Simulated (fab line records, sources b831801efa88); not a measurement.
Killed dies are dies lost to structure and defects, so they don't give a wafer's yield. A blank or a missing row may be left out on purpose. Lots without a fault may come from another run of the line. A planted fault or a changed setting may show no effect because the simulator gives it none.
A struck lot beside a sound one | flow sky130 | 25 steps out of a route of 708
Sound: wafers L678.1, L678.4, L678.5. Struck: wafers L676.3, L676.5, L676.6. The cause comes at the end.
At each step with rows: each side's tool, then ch and its chambers, then its first start. Under that, the readings that differ: sound wafers | struck wafers | difference of the means | sigmas: that difference in standard deviations of wafers without a fault.
alike: readings whose means differ by less than 2 such deviations, and words and numbers that are the same on both sides. not compared: withheld readings, readings that some wafer has no value for, bounds like >300 that may hide the same value, and numbers for which the record gives no deviation and whose values overlap.
The two part at a step that has a row with sigmas, a row that says differs or no value, or rows on one side only. Numbers that don't overlap but have no deviation are shown without sigmas and don't part them. A reading that every wafer of one side lacks parts them only if that side has two wafers or more.

first, 6 steps without rows for these wafers: SKY_SD_N_IMPLANT_10; SKY_SD_N_STRIP_11 (strips in O2/N2); SKY_SD_N_CLEAN_13 (cleans in SC1/SC2, time 150 s); SKY_SD_N_RTA_14 (time 2 s); SKY_SALICIDE_CLEAN_00 (cleans in HF-last, time 30 s); SKY_LI_CONTACT_HDPCVD_00 (deposits PSG, target thk 930 nm, time 155 s).
SKY_LI_CONTACT_CMP_02: polishes PSG.
  sound on cmp-02 ch 0,1,3, day 31 07:46; struck on cmp-02 ch 2,3, day 30 07:38
  no value came back on the struck wafers for edge_zone_pressure_frac, head_pressure_psi (psi), motor_current_A (A), time_to_endpoint_s (s); on the sound wafers edge_zone_pressure_frac reads 1.005 1.005 1.004
  reading                                       | sound             | struck            | difference | sigmas
  model.PSG_of_LI_CONTACT_HDPCVD_00.thk_nm (nm) | 598.8 598.6 596.7 | 921.7 905.7 919.4 | +317.6     |
then, 9 steps without rows for these wafers: SKY_LI_CONTACT_DEHYDRATE_04 (time 60 s); SKY_LI_CONTACT_HMDS_05 (prime time 60 s); SKY_LI_CONTACT_COAT_06 (resist thk 60 nm); SKY_LI_CONTACT_COAT_07 (resist thk 450 nm); SKY_LI_CONTACT_SOFTBAKE_08 (time 90 s); SKY_LI_CONTACT_EXPOSE_09 (exposes mask LICM1, target cd 170 nm); SKY_LI_CONTACT_PEB_10; SKY_LI_CONTACT_DEVELOP_11 (develop time 60 s); SKY_LI_CONTACT_ETCH_14 (etches BARC in N2/H2, stops on SiO2, time 45.9 s, target depth 60 nm).
SKY_LI_CONTACT_ETCH_15: etches PSG in C4F8/O2/Ar, stops on Si, target depth 600 nm.
  sound on rie_diel-03 ch 0,2, day 32 11:04; struck on rie_diel-03 ch 0,1,2, day 31 11:19
  reading                                | sound             | struck            | difference | sigmas
  oes_product_au (a.u.)                  | 0.838 0.843 0.842 | 1.629 1.610 1.621 | +0.779     | +99 or more
  model.etch.depth_nm (nm)               | 598.8 598.6 596.7 | 809.2 793.6 800.7 | +203.1     |
  model.LI_CONTACT.feature_depth_nm (nm) | 598.8 598.6 596.7 | 809.2 793.6 800.7 | +203.1     |
  alike: bias_w, chamber_pressure_mTorr
then, 6 steps without rows for these wafers: SKY_LI_CONTACT_STRIP_16 (strips in O2/N2); SKY_LI_CONTACT_CLEAN_17 (cleans in NMP, time 600 s); SKY_LI_CONTACT_PRE_CLEAN_18 (time 5.6 s); SKY_LI_CONTACT_SPUTTER_19 (material Ti, target thk 20 nm, time 106.37 s); SKY_LI_CONTACT_SPUTTER_20 (material TiN, target thk 20 nm, time 80 s); SKY_LI_CONTACT_CVD_21 (deposits W, target thk 400 nm, time 120.56 s).
SKY_LI_CONTACT_CMP_24: polishes, stops on PSG, t overpolish 20 s, target thk 0 nm.
  sound on cmp-01 ch 0,3, day 32 11:56; struck on cmp-02 ch 1,2,3, day 31 12:14
  reading                                       | sound             | struck            | difference | sigmas
  model.PSG_of_LI_CONTACT_HDPCVD_00.thk_nm (nm) | 589.4 589.1 587.2 | 912.2 896.2 909.9 | +317.5     |
  alike: edge_zone_pressure_frac, head_pressure_psi, motor_current_A
-- the record jumps here: 16 days lie between the struck wafers' starts before and after (it left off in module LI_CONTACT and takes up again in module PAD_OPEN, whose first step shown is number 708 of the route) --
SKY_PAD_OPEN_PROBE_99:
  sound on prober-01, day 48 03:36; struck on prober-01, day 47 12:40
  reading            | sound    | struck      | difference | sigmas
  killed_at_contacts | 29 19 20 | 435 420 436 | +408       | +85
  killed_dies        | 85 83 79 | 492 492 492 | +410       | +49
  killed_on_rim      | 15 15 15 | 96 96 96    | +81        | +21
  alike: killed_at_M0_to_M3, killed_at_M4_up, killed_at_front_end, killed_at_other, killed_open, killed_short

WHERE THEY PART
First at SKY_LI_CONTACT_CMP_02; last, within this record, at SKY_PAD_OPEN_PROBE_99.

WHY: what the simulator had put in
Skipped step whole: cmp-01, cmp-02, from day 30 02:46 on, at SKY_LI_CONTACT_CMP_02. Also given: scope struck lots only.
